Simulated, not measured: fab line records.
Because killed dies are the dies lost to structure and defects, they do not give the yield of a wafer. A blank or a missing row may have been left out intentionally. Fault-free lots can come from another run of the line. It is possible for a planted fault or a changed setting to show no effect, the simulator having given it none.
One fault through the eyes of 2 desks	flow sky130	only its own numbers are on each desk; what lay behind them is given at the end

## METROLOGY DESK
What the gauges read, lot by lot, whatever tool the lot ran on: means of the sampled wafers that have a number. A lot is out of limits, marked OUT, if its mean lies more than 4 standard deviations from the usual mean; the brackets give that distance.
Columns: A = FIELD_ISO_OXIDATION_01_THK at SKY_FIELD_ISO_THK_MEAS_23, usual 9.98 nm; B = NWELL_00_OVL at SKY_NWELL_OVL_MEAS_10, usual 0.5 nm; C = NWELL_2_TW at SKY_NWELL_TW_MEAS_26, usual 497.6; D = VT_ADJUST_HVTP_TW at SKY_VT_ADJUST_HVTP_TW_MEAS_11, usual 1356
lot	first seen here	A	B	C	D
L207	day 2 12:25	10.07	1.2	500.3	1355
L208	day 2 16:08	10.05	1.0	500.5	1352
L210	day 3 03:23	9.86	0.8	494.7	1360
L211	day 3 08:13	9.93	0.5	495.6	1351
L212	day 3 12:02	9.84	-0.3	499.2	1359
L213	day 3 19:00	10.01	0.2	496.2	1347
L214	day 4 00:53	10.11	2.8	496.0	1344
L216	day 4 09:29	9.88	-0.0	495.4	1354
L218	day 4 21:11	9.91	0.3	499.4	1366
L219	day 5 03:37	9.64	-0.2	499.9	1360
L220	day 5 07:58	9.94	-0.2	502.6	1357
L224	day 6 06:22	10.18	-0.3	498.5	1362
L226	day 6 18:39	10.07	0.6	499.4	30 (-99 or more) OUT
L227	day 6 20:02	9.91	0.5	494.8	30 (-99 or more) OUT
L228	day 7 04:37	9.90	0.2	497.8	30 (-99 or more) OUT
Per this desk, out of limits: L226, L227, L228; the first was L226, day 11 08:49 (VT_ADJUST_HVTP_TW at SKY_VT_ADJUST_HVTP_TW_MEAS_11). L207, L208, L210, L211, L212, L213, L214, L216, L218, L219, L220, L224 stayed within limits.

## FOR THE TOOL OWNER'S DESK: plasmaAsher-03
The tool's own readings at SKY_NWELL_STRIP_25 (strips in O2/N2): means of the sampled wafers that have a number, for each lot that ran on this tool. A lot is out of limits, marked OUT, if its mean lies more than 4 standard deviations from the usual mean; the brackets give that distance.
Columns: A = chamberPressureMTorr at SKY_NWELL_STRIP_25, usual 1499.9 mTorr; B = drypumpMotorCurrentA at SKY_NWELL_STRIP_25, usual 6.0 A; C = o2FlowSccm at SKY_NWELL_STRIP_25, usual 2999 sccm; D = oesProductAu at SKY_NWELL_STRIP_25, usual 0.722 a.u.; E = stripTimeToEndpointS at SKY_NWELL_STRIP_25, usual 36.89 s
lot	first seen here	A	B	C	D	E
L207	day 5 11:04	1501.0	6.2	3000	0.724	36.72
L210	day 6 09:10	1499.5	6.2	2986	0.723	36.78
L211	day 6 11:18	1499.2	6.2	2995	0.716	36.91
L212	day 6 17:19	1499.9	6.2	3013	0.724	36.88
L213	day 7 01:57	1499.9	6.2	2996	0.724	36.92
L218	day 8 09:48	1499.5	6.2	2995	0.728	36.81
L219	day 8 12:53	1499.1	6.2	3001	0.725	36.90
L224	day 9 18:54	1498.4	6.2	3005	0.724	36.81
This desk's finding: nothing out of limits on any of the 8 lots.

## TAKEN TOGETHER
At day 11 08:49 the metrology desk could have sounded an alarm, on L226, L227, L228.
The tool owner's desk saw nothing out of limits.
The tool owner's desk has no number on record for L226, L227, L228.
On plasmaAsher-03, each named lot ran SKY_NWELL_STRIP_25.

## WHAT THE SIMULATOR PUT IN
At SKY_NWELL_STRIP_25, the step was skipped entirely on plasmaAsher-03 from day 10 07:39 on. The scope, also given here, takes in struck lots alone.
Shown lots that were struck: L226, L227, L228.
Delay in hours, fault start to first out-of-limits reading, per desk: metrology desk 25.
